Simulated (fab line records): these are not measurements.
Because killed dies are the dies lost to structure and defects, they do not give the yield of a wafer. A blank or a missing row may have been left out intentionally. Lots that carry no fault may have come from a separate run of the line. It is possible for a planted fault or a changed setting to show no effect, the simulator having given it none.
A sampling plan put to the test	flow gf180mcu	one fab line, 61 faults that these records tell of, each judged on the records of the lots that it struck; 1 more is left out, because the records don't allow judging it
The line's own looks make up the plan; these are the steps of the route where a gauge or inspection reads the wafer and leaves it unchanged. A look can be judged if struck wafers have a number there and the file gives its usual mean and standard deviation on fault-free wafers. Caught: at a look after the fault's first step, the mean of the struck wafers lies 4 or more of those standard deviations (sigma) from the usual mean. On the tool: the fault's steps, tested the same way using the tool's own readings. Caught also covers a different recipe on the struck wafers, or a record left blank for those wafers only.

== THE FAULTS, as the simulator had put them in ==
1. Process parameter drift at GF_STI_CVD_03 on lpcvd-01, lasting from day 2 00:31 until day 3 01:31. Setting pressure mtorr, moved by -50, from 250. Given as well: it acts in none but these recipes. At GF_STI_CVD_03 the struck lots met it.
2. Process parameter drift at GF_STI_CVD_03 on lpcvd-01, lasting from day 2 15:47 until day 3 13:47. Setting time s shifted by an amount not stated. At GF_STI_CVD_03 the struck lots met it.
3. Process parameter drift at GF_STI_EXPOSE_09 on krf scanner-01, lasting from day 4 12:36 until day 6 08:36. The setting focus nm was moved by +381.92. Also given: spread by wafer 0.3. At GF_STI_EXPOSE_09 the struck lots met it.
4. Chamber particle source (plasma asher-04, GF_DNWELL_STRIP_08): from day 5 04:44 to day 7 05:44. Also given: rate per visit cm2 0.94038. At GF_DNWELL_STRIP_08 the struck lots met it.
5. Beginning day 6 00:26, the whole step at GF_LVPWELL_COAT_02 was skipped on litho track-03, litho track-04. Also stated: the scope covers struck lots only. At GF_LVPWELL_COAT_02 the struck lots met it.
6. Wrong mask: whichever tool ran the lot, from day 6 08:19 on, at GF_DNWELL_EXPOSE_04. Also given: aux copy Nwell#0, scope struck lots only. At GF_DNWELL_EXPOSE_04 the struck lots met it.
7. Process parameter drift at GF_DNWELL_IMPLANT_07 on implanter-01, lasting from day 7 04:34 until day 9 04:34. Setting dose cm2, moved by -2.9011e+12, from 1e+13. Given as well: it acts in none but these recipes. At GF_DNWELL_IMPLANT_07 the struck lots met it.
8. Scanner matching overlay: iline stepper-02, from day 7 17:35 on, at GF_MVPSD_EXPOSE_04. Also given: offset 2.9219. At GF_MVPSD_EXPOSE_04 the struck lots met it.
9. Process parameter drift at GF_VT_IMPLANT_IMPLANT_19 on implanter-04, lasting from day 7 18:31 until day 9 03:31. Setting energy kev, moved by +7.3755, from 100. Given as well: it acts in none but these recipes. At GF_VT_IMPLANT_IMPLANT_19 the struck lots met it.
10. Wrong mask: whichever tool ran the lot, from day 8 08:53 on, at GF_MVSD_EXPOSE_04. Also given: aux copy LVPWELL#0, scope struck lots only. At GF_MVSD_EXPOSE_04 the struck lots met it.
11. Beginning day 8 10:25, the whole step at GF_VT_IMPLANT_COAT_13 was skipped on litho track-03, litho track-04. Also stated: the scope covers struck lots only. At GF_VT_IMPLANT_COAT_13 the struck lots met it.
12. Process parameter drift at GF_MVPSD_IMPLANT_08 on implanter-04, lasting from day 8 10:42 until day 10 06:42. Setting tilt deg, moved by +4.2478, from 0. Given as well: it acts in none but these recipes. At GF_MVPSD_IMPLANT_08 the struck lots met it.
13. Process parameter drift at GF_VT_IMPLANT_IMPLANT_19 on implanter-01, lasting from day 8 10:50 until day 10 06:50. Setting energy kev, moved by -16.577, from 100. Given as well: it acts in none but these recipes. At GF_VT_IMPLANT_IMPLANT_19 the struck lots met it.
14. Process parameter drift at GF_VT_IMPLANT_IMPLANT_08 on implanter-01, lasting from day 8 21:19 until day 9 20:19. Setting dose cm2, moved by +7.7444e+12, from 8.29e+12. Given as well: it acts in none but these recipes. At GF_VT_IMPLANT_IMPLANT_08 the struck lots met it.
15. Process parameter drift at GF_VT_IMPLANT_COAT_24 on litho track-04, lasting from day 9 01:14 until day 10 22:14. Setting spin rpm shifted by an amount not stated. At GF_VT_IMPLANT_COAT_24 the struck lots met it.
16. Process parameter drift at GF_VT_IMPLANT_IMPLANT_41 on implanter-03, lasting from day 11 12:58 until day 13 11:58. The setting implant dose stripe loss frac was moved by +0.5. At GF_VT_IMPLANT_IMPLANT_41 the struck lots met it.
17. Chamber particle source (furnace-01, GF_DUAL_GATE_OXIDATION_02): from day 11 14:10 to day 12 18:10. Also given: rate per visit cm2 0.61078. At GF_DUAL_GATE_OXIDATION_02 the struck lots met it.
18. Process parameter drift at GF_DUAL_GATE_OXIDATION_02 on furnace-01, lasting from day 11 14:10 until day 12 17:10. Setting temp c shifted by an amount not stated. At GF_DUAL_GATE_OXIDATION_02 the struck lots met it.
19. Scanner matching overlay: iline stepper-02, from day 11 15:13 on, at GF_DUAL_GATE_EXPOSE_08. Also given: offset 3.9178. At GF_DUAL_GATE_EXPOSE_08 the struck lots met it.
20. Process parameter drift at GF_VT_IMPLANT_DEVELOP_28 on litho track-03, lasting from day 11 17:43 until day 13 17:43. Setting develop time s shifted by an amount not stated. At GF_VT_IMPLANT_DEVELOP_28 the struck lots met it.
21. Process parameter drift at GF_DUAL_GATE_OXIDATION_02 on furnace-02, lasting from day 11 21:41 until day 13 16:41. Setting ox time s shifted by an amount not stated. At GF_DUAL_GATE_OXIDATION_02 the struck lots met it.
22. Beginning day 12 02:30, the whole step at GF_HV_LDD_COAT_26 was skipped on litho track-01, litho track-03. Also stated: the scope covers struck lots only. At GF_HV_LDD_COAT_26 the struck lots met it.
23. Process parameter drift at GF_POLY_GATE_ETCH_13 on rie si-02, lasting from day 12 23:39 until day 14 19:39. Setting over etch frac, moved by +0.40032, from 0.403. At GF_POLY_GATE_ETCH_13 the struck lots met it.
24. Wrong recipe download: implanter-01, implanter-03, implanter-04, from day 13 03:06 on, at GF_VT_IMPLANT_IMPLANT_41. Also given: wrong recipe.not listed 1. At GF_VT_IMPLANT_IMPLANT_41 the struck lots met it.
25. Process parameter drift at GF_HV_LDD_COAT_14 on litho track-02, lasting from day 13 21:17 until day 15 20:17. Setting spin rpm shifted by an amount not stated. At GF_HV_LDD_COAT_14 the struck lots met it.
26. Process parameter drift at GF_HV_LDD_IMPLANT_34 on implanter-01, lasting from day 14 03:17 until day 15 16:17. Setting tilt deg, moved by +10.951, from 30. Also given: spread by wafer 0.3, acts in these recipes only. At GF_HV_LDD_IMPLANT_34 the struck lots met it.
27. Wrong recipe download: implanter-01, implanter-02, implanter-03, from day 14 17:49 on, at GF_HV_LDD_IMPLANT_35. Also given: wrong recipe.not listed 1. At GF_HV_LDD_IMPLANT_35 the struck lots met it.
28. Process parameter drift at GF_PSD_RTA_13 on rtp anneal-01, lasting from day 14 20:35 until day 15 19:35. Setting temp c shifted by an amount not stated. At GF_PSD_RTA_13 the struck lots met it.
29. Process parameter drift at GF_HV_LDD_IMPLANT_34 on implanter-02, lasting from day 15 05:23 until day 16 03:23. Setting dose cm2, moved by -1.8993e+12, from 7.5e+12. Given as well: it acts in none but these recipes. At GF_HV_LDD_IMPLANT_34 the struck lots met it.
30. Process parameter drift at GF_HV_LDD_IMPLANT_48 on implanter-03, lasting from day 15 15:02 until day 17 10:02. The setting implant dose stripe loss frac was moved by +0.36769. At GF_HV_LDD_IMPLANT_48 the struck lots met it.
31. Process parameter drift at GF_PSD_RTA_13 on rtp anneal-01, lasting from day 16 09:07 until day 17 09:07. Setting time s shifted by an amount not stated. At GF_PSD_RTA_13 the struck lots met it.
32. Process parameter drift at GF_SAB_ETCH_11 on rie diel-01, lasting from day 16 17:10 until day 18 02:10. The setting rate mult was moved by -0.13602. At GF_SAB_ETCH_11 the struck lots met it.
33. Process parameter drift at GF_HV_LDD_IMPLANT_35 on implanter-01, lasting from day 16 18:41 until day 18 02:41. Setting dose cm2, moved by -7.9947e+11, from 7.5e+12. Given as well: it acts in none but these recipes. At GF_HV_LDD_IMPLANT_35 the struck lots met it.
34. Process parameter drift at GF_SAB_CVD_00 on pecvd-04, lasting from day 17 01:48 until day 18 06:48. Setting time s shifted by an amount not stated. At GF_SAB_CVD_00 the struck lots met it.
35. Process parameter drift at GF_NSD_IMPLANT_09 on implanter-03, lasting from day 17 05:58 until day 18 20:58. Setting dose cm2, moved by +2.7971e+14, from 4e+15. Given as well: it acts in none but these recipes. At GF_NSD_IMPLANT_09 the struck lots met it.
36. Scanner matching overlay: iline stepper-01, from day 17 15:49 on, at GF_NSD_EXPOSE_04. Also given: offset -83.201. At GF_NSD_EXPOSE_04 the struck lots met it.
37. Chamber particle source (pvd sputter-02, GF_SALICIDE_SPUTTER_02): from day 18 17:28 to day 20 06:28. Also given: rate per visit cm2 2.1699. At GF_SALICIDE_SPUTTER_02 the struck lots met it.
38. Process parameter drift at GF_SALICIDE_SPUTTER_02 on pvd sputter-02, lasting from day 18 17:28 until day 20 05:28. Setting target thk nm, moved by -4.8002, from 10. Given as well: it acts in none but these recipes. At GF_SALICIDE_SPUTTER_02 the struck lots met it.
39. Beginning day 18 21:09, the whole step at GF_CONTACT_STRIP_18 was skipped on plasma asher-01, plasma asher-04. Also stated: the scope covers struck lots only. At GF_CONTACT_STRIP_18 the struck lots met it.
40. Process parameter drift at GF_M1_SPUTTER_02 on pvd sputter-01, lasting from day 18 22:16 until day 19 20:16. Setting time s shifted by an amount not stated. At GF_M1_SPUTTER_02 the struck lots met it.
41. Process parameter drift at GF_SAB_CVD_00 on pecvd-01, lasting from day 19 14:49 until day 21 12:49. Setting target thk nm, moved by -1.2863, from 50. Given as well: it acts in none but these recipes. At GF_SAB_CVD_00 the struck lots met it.
42. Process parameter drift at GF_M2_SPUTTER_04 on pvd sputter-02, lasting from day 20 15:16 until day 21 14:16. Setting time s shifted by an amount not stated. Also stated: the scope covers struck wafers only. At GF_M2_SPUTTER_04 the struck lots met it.
43. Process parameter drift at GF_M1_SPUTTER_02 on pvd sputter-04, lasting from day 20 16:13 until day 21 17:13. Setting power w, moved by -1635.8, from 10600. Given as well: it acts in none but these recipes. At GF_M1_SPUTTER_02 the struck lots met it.
44. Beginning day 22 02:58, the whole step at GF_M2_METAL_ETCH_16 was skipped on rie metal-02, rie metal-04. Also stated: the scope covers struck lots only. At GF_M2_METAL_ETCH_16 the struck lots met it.
45. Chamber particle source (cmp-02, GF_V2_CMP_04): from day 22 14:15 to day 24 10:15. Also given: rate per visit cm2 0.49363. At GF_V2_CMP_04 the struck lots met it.
46. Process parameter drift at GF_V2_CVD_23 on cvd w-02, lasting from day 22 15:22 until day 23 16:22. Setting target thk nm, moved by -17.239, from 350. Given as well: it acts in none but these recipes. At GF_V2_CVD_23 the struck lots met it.
47. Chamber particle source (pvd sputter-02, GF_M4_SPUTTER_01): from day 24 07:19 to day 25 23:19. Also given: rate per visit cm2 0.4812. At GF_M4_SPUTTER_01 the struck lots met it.
48. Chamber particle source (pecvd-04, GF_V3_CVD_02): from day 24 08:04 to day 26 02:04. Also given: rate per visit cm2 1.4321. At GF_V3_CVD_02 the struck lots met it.
49. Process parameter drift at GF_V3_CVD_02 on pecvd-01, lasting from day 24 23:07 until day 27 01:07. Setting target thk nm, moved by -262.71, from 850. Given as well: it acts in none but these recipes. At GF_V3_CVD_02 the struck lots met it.
50. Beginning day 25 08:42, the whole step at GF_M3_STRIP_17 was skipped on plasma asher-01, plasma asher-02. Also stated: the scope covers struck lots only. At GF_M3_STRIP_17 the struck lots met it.
51. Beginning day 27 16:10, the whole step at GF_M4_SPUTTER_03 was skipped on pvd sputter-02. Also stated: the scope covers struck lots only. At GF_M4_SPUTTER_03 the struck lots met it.
52. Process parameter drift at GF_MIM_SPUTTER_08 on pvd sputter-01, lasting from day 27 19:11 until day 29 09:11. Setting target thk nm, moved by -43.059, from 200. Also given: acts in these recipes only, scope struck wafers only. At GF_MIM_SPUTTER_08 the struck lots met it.
53. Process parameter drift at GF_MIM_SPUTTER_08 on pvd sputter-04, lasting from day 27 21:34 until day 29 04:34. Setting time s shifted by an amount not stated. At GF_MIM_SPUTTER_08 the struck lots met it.
54. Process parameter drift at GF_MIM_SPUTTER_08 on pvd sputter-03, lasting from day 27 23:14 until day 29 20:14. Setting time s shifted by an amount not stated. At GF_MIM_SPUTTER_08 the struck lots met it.
55. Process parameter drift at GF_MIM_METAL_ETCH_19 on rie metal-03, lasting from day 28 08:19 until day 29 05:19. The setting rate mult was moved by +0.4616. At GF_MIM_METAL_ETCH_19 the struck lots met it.
56. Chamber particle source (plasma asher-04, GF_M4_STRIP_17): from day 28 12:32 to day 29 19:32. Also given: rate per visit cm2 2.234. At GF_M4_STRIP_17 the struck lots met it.
57. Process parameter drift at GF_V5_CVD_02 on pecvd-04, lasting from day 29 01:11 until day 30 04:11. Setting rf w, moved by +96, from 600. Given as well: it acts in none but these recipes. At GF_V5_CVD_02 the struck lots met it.
58. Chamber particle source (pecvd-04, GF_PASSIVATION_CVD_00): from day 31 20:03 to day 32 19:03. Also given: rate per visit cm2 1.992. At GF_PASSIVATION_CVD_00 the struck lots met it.
59. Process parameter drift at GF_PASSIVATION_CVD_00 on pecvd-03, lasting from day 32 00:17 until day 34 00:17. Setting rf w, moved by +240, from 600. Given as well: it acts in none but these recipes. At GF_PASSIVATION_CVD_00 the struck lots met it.
60. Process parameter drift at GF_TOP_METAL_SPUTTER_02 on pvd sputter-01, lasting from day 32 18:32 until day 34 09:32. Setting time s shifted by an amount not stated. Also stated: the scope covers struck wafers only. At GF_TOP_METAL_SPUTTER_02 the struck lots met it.
61. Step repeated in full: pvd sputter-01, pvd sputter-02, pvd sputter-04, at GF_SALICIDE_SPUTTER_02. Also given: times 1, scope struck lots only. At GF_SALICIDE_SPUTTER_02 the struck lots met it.

== WHAT THE PLAN SAW ==
fault	on the tool itself	first look that catches it	reading, sigma	median hours from its first step to that look	hours from the fault's start to the first struck lot there	judged looks passed uncaught
1	pressure mtorr -94 sigma	GF_STI_THK_MEAS_04	STI_CVD_03_THK -6.4	2.5	4	0
2	under 2 sigma	GF_STI_THK_MEAS_04	STI_CVD_03_THK -20	3.0	11	0
3	under 2 sigma	GF_STI_CD_MEAS_12	cd nm -51	7.2	15	0
4	under 2 sigma	not the one look that can be judged after it	-	-	-	1
5	the tool's record is blank for the struck wafers	GF_MVPSD_TW_MEAS_11	MVPSD_TW +47	39.6	41	0
6	under 2 sigma	GF_DNWELL_TW_MEAS_09	DNWELL_TW -99 or beyond	7.7	10	0
7	dose ions cm2 -99 or beyond sigma	GF_DNWELL_TW_MEAS_09	DNWELL_TW -16	0.2	5	0
8	no reading that can be judged	GF_MVPSD_OVL_MEAS_07	MVPSD_OVL +4.3	8.5	44	0
9	beam energy keV +99 or beyond sigma	none of the 3 looks that can be judged after it	strongest: VT_IMPLANT_2_TW at GF_VT_IMPLANT_TW_MEAS_21, +3.5	-	-	3
10	no reading that can be judged	GF_MVSD_TW_MEAS_11	MVSD_TW -99 or beyond	8.6	11	0
11	the tool's record is blank for the struck wafers	GF_VT_IMPLANT_TW_MEAS_32	VT_IMPLANT_3_TW +99 or beyond	26.7	32	0
12	tilt deg +99 or beyond sigma	GF_MVPSD_TW_MEAS_11	MVPSD_TW +18	0.4	9	0
13	beam energy keV -99 or beyond sigma	GF_VT_IMPLANT_TW_MEAS_21	VT_IMPLANT_2_TW -8.7	0.2	2	0
14	dose ions cm2 +99 or beyond sigma	GF_VT_IMPLANT_TW_MEAS_10	VT_IMPLANT_TW +31	0.2	2	0
15	spin speed rpm -80 sigma	no look after it can be judged	-	-	-	0
16	no reading that can be judged	GF_VT_IMPLANT_TW_MEAS_43	VT_IMPLANT_4_TW -12	0.2	9	0
17	under 2 sigma	no look after it can be judged	-	-	-	0
18	tube center temp C +99 or beyond sigma	GF_DUAL_GATE_THK_MEAS_03	DUAL_GATE_OXIDATION_00_THK +15	1.5	10	0
19	no reading that can be judged	GF_DUAL_GATE_OVL_MEAS_11	DUAL_GATE_OVL +4.4	9.2	11	0
20	no reading that can be judged	GF_VT_IMPLANT_TW_MEAS_32	VT_IMPLANT_3_TW -99 or beyond	0.4	4	0
21	under 2 sigma	none of the 2 looks that can be judged after it	strongest: DUAL_GATE_OXIDATION_00_THK at GF_DUAL_GATE_THK_MEAS_03, -3.4	-	-	2
22	the tool's record is blank for the struck wafers	GF_HV_LDD_TW_MEAS_50	HV_LDD_4_TW +99 or beyond	32.2	39	0
23	oes product au -21 sigma	none of the 2 looks that can be judged after it	-	-	-	2
24	no reading that can be judged	GF_VT_IMPLANT_TW_MEAS_43	VT_IMPLANT_4_TW -35	0.2	3	0
25	spin speed rpm +99 or beyond sigma	none of the 2 looks that can be judged after it	-	-	-	2
26	under 2 sigma	no look after it can be judged	-	-	-	0
27	under 2 sigma	GF_HV_LDD_TW_MEAS_38	HV_LDD_3_TW +21	0.4	8	0
28	wafer_temp_C_max -32 sigma	GF_PSD_RS_MEAS_14	NSD_RS +47	0.1	3	0
29	dose ions cm2 -99 or beyond sigma	GF_HV_LDD_TW_MEAS_38	HV_LDD_3_TW -4.2	0.5	3	0
30	no reading that can be judged	GF_HV_LDD_TW_MEAS_50	HV_LDD_4_TW -11	0.2	8	0
31	run length s -49 sigma	GF_PSD_RS_MEAS_14	NSD_RS +36	0.1	12	0
32	oes product au -9.3 sigma	no look after it can be judged	-	-	-	0
33	dose ions cm2 -96 sigma	not the one look that can be judged after it	strongest: HV_LDD_RS at GF_HV_LDD_RS_MEAS_53, +3.8	-	-	1
34	under 2 sigma	not the one look that can be judged after it	strongest: SAB_CVD_00_THK at GF_SAB_THK_MEAS_01, -3.9	-	-	1
35	dose ions cm2 +63 sigma	GF_PSD_RS_MEAS_14	NSD_RS -4.1	23.9	27	0
36	no reading that can be judged	GF_NSD_OVL_MEAS_08	NSD_OVL -69	12.1	25	0
37	under 2 sigma	none of the 2 looks that can be judged after it	-	-	-	2
38	under 2 sigma	GF_SALICIDE_RS_MEAS_04	SALICIDE_TIN_RS +43	0.1	8	0
39	the tool's record is blank for the struck wafers	no look after it can be judged	-	-	-	0
40	under 2 sigma	GF_M1_RS_MEAS_05	M1_ALCU_RS -9.3	0.1	2	0
41	under 2 sigma	none of the 3 looks that can be judged after it	strongest: SAB_CVD_00_THK at GF_SAB_THK_MEAS_01, -2.1	-	-	3
42	under 2 sigma	none of the 7 looks that can be judged after it	strongest: M2_ALCU_THK at GF_M2_THK_MEAS_06, +2.5	-	-	7
43	cathode dc power W -99 or beyond sigma	GF_M1_RS_MEAS_05	M1_ALCU_RS +17	0.1	3	0
44	the tool's record is blank for the struck wafers	no look after it can be judged	-	-	-	0
45	under 2 sigma	none of the 2 looks that can be judged after it	-	-	-	2
46	under 2 sigma	GF_V2_RS_MEAS_24	V2_W_RS +5.8	0.1	11	0
47	under 2 sigma	not the one look that can be judged after it	-	-	-	1
48	under 2 sigma	no look after it can be judged	-	-	-	0
49	under 2 sigma	GF_V3_THK_MEAS_03	V3_CVD_02_THK -24	0.1	16	0
50	no reading that can be judged	no look after it can be judged	-	-	-	0
51	the tool's record is blank for the struck wafers	no look after it can be judged	-	-	-	0
52	under 2 sigma	GF_MIM_RS_MEAS_10	MIM_ALCU_RS +24	0.1	21	0
53	under 2 sigma	none of the 2 looks that can be judged after it	strongest: MIM_ALCU_RS at GF_MIM_RS_MEAS_10, -3.8	-	-	2
54	under 2 sigma	GF_MIM_RS_MEAS_10	MIM_ALCU_RS +4.1	0.1	32	0
55	under 2 sigma	no look after it can be judged	-	-	-	0
56	under 2 sigma	not the one look that can be judged after it	-	-	-	1
57	rf fwd power W +53 sigma	not the one look that can be judged after it	strongest: V5_CVD_02_THK at GF_V5_THK_MEAS_03, +3.6	-	-	1
58	under 2 sigma	no look after it can be judged	-	-	-	0
59	rf fwd power W +99 or beyond sigma	GF_PASSIVATION_THK_MEAS_01	PASSIVATION_CVD_00_THK +8.9	0.1	14	0
60	under 2 sigma	GF_TOP_METAL_RS_MEAS_05	TOP_METAL_ALCU_RS -26	0.1	7	0
61	under 2 sigma	GF_SALICIDE_RS_MEAS_04	SALICIDE_TIN_RS -26	0.3	-	0
A dash: the fault is not caught, or the number is missing from these records.

Caught at a look: 35 of 61. Caught on the tool: 25 of 61. By one or the other: 45 of 61.
On the tool alone, faults 9, 15, 23, 25, 32, 33, 39, 44, 51, 57 were caught.
Caught at a look alone: faults 2, 3, 6, 8, 10, 16, 19, 20, 24, 27, 30, 36, 38, 40, 46, 49, 52, 54, 60, 61.
Caught by neither: faults 4, 17, 21, 26, 34, 37, 41, 42, 45, 47, 48, 50, 53, 55, 56, 58.

== THINNER SAMPLING ==
Were the look that catches a fault to measure just every second or every third lot (counted by lot number), the first struck lot would, at worst, be measured this late:
fault	struck lots at that look, in order of time	every lot	every second lot	every third lot
1	L526, L527	4 h	10 h	may miss all 2
2	L673, L674	11 h	17 h	may miss all 2
3	L621, L622	15 h	18 h	may miss all 2
5	L432, L433	41 h	45 h	may miss all 2
6	L749	10 h	may miss it	may miss it
7	L135, L136	5 h	12 h	may miss all 2
8	L578	44 h	may miss it	may miss it
10	L998	11 h	may miss it	may miss it
11	L287, L288	32 h	35 h	may miss all 2
12	L238, L239	9 h	16 h	may miss all 2
13	L973, L975, L977	2 h	may miss all 3	27 h
14	L126, L129	2 h	23 h	may miss all 2
16	L794, L798	9 h	may miss all 2	may miss all 2
18	L344, L346	10 h	may miss all 2	may miss all 2
19	L693, L694	11 h	20 h	may miss all 2
20	L144, L145	4 h	11 h	may miss all 2
22	L295, L296, L297	39 h	44 h	64 h
24	L805, L806, L807	3 h	7 h	16 h
27	L449, L450, L451	8 h	9 h	15 h
28	L920, L921	3 h	19 h	may miss all 2
29	L350, L352	3 h	may miss all 2	may miss all 2
30	L184, L187, L189	8 h	21 h	may miss all 3
31	L456, L457	12 h	20 h	may miss all 2
35	L407, L408	27 h	33 h	may miss all 2
36	L884, L885	25 h	35 h	may miss all 2
38	L115, L118	8 h	23 h	may miss all 2
40	L482, L483	2 h	9 h	may miss all 2
43	L139, L141	3 h	may miss all 2	may miss all 2
46	L123, L124	11 h	16 h	may miss all 2
49	L928, L929	16 h	22 h	may miss all 2
52	L487	21 h	may miss it	may miss it
54	L322	32 h	may miss it	may miss it
59	L847, L851	14 h	may miss all 2	may miss all 2
60	L650, L651	7 h	8 h	may miss all 2
Hours are from the fault's start to the first struck lot that is measured. The limit of 4 sigma was tested on all struck wafers together, so one lot alone may lie under it. Other struck lots may not be in these records.

== THE LONGEST TIMED WAY FROM STEP TO LOOK ==
For fault 5, GF_LVPWELL_COAT_02 and GF_MVPSD_TW_MEAS_11 are separated by a median of 39.6 hours. No look between them can be judged.
